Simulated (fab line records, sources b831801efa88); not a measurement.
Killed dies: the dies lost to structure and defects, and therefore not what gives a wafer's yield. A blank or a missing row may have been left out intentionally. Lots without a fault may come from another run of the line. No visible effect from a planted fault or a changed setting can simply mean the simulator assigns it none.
Chamber matching | flow sfqLine | 4 sister chambers for SFQ_TRILAYER_I3_CMP_CMP_082 on cmp-02
The step polishes SiO2. 23 wafers are shown with their chamber, then 11 later ones without.

## WAFERS, EACH WITH ITS CHAMBER
wafer  | chamber | motorCurrentA (A) | timeToEndpointS (s)
L887.1 | 2       | 9.3               | 211
L887.3 | 0       | 9.6               | 217
L887.4 | 1       | 10.2              | 220
L888.2 | 0       | 9.8               | 203
L888.1 | 2       | 9.4               | 207
L888.5 | 1       | 9.8               | 208
L889.2 | 2       | 9.8               | 209
L889.5 | 0       | 9.3               | 211
L891.1 | 1       | 10.1              | 206
L891.2 | 0       | 9.7               | 209
L898.3 | 1       | 10.1              | 214
L898.1 | 3       | 11.4              | 215
L898.4 | 0       | 9.7               | 217
L899.1 | 2       | 9.3               | 211
L899.3 | 1       | 10.4              | 210
L899.5 | 2       | 9.4               | 210
L901.1 | 0       | 10.1              | 207
L901.2 | 3       | 11.8              | 203
L901.3 | 2       | 9.6               | 211
L903.2 | 2       | 9.3               | 204
L903.5 | 0       | 9.3               | 204
L903.6 | 1       | 10.1              | 207
L905.1 | 0       | 9.6               | 208

SIGNATURES (averages over the wafers above)
reading         | chamber 0 | chamber 1 | chamber 2 | chamber 3 | scatter within a chamber
motorCurrentA   | 9.637     | 10.117    | 9.443     | 11.600    | 0.225
timeToEndpointS | 209.50    | 210.83    | 209.00    | 209.00    | 4.87
Rule: for a wafer and a chamber, the distance is found by dividing, reading by reading, the gap between the wafer's reading and the chamber's mean by the reading's scatter, squaring, summing and taking the root. If the next closest chamber is less than 2 further off than the closest, the wafer can't be placed; otherwise it belongs to the closest. The scatter is the square root of a quotient: the sum, over the shown wafers, of each reading's squared deviation from its chamber's mean, divided by wafers minus chambers.

## WAFERS MISSING THEIR CHAMBER
wafer  | motorCurrentA (A) | timeToEndpointS (s)
L905.4 | 10.7              | 206
L905.5 | 10.2              | 208
L906.3 | 12.0              | 203
L906.1 | 9.0               | 196
L906.6 | 11.6              | 211
L907.3 | 9.7               | 209
L907.4 | 9.1               | 215
L907.5 | 9.6               | 217
L908.1 | 9.6               | 211
L908.2 | 9.2               | 205
L908.3 | 10.3              | 218

## WHICH CHAMBER EACH ONE RAN IN
wafer  | from the rows above          | in truth
L905.4 | can't be placed: 1 or 3 or 0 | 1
L905.5 | can't be placed: 1 or 0      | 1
L906.3 | 3                            | 3
L906.1 | can't be placed: 2 or 0      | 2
L906.6 | 3                            | 3
L907.3 | can't be placed: 0 or 2 or 1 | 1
L907.4 | can't be placed: 2 or 0      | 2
L907.5 | can't be placed: 0 or 2 or 1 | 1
L908.1 | can't be placed: 0 or 2 or 1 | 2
L908.2 | can't be placed: 2 or 0      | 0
L908.3 | can't be placed: 1 or 0      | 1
2 of 11 placed correctly. From these rows, 9 cannot be placed; in 9 the true chamber is one of the candidates. 0 placed wrongly.
